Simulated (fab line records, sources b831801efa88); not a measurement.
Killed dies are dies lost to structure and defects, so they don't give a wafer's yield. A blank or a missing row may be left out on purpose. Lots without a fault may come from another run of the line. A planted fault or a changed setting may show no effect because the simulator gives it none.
Chamber matching | flow sky130 | SKY_LI_CONTACT_CMP_02 on cmp-02: 4 sister chambers
The step polishes PSG. 4 wafers are shown with their chamber, then 12 later ones without.

WAFERS WITH THEIR CHAMBER
wafer  | chamber | motor_current_A (A)
L087.3 | 3       | 13.4
L087.6 | 1       | 12.4
L091.4 | 0       | 9.3
L091.5 | 2       | 13.1

WAFERS WITHOUT THEIR CHAMBER
wafer  | motor_current_A (A)
L094.3 | 9.5
L094.5 | 9.6
L094.6 | 12.7
L095.1 | 12.7
L095.2 | 12.7
L095.6 | 12.8
L096.1 | 13.2
L096.3 | 12.5
L096.5 | 12.3
L097.2 | 9.2
L097.3 | 13.0
L097.5 | 12.7

WHICH CHAMBER EACH WENT THROUGH
wafer  | from the rows above          | in truth
L094.3 | 0                            | 0
L094.5 | 0                            | 0
L094.6 | can't be placed: 1 or 2 or 3 | 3
L095.1 | can't be placed: 1 or 2 or 3 | 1
L095.2 | can't be placed: 1 or 2 or 3 | 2
L095.6 | can't be placed: 2 or 1 or 3 | 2
L096.1 | can't be placed: 2 or 3      | 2
L096.3 | 1                            | 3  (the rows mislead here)
L096.5 | 1                            | 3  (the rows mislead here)
L097.2 | 0                            | 0
L097.3 | can't be placed: 2 or 3      | 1
L097.5 | can't be placed: 1 or 2 or 3 | 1
Placed correctly: 3 of 12. Can't be placed from these rows: 7 (the true chamber is among the candidates in 6). Placed wrongly: 2.
How it was worked out, from the rows above alone: a wafer's distance from a chamber is the root of the sum, over the readings, of the square of ((its reading less the chamber's mean) divided by the reading's scatter). The wafer belongs to the nearest chamber; if the next one is less than 2 further off, it can't be placed. A chamber's mean is the mean of its shown wafers. The scatter: with one shown wafer a chamber, the root of the mean of the squares of how far each hidden wafer lies from its nearest shown one.
